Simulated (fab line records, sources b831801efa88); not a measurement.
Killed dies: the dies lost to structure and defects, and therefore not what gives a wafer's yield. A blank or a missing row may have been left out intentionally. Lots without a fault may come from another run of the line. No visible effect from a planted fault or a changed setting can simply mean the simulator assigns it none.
A lot that was struck, set against a sound lot + flow sky130 + 15 steps out of a route of 708
Sound: wafers L831.1, L831.3, L831.5. Wafers L829.2, L829.4, L829.5 were the ones struck. The cause is given at the end.
At each step with rows: each side's tool, then ch and its chambers, then its first start. Under that, the readings that differ: sound wafers + struck wafers + difference of the means + sigmas: that difference in standard deviations of wafers without a fault.
alike: a reading whose means differ by less than 2 such deviations, as well as words and numbers matching on both sides. not compared: withheld readings; readings where some wafer has no value; bounds like >300 that might hide an equal value; numbers whose values overlap and for which the record gives no deviation.
The two part at a step that has a row with sigmas, a row that says differs or no value, or rows on one side only. Numbers that have no deviation but don't overlap get no sigmas and don't part them. Lack of a reading on every wafer of one side parts them only where that side has two or more wafers.

SKY_CAPM_METAL_ETCH_13: etches TiN in Cl2/BCl3, stops on SiO2, target depth 220 nm, time 62.9 s.
  sound on rieMetal-04 ch 0,1, day 42 03:32; struck on rieMetal-04 ch 0,1, day 41 10:59
  alike: drypumpMotorCurrentA, heBacksideLeakSccm, oesProductAu, throttleValvePct
  not compared: rfHoursCounterH
SKY_CAPM_STRIP_14: strips in O2/N2.
  sound on plasmaAsher-04 ch 0,1, day 42 03:37; struck on plasmaAsher-03 ch 0, day 41 11:04
| reading                  | sound       | struck      | difference | sigmas |
|--------------------------|-------------|-------------|------------|--------|
| drypumpMotorCurrentA (A) | 5.3 4.9 5.3 | 6.7 6.7 6.7 | +1.5       | +3     |
  alike: o2FlowSccm, oesProductAu, stripTimeToEndpointS
  not compared: rfHoursCounterH
then, 10 steps without rows for these wafers: SKY_CAPM_STRIP_15 (strips in post etch residue remover, time 1200 s); SKY_CAPM_CLEAN_16 (cleans in IPA, time 180 s); SKY_CAPM_CLEAN_17 (cleans in O3/DIW); SKY_METAL3_DEHYDRATE_05 (time 60 s); SKY_METAL3_HMDS_06 (prime time 60 s); SKY_METAL3_COAT_07 (resist thk 60 nm); SKY_METAL3_COAT_08 (resist thk 1140 nm); SKY_METAL3_SOFTBAKE_09 (time 90 s); SKY_METAL3_EXPOSE_10 (exposes mask MM3, target cd 300 nm); SKY_METAL3_PEB_11.
SKY_METAL3_DEVELOP_12: develop time 60 s.
  sound on lithoTrack-04 ch 0, day 43 02:00; struck on lithoTrack-03 ch 0, day 42 10:00
| reading            | sound             | struck            | difference | sigmas |
|--------------------|-------------------|-------------------|------------|--------|
| developerTempC (C) | 21.11 20.91 21.16 | 22.05 21.93 21.86 | +0.89      | +7     |
SKY_METAL3_CD_MEAS_13 targets a cd of 300 nm.
  sound on cdSem-01 at day 43 02:15; struck on cdSem-01 at day 42 10:39
  alike: cdNm
SKY_PAD_OPEN_PROBE_99:
  the record holds rows for the sound wafers here (prober-01, day 49 13:03) but none for the struck ones

== WHERE THEY PART ==
At SKY_CAPM_STRIP_14 first; at SKY_PAD_OPEN_PROBE_99 last (within this record only).

WHY: what the simulator had put in
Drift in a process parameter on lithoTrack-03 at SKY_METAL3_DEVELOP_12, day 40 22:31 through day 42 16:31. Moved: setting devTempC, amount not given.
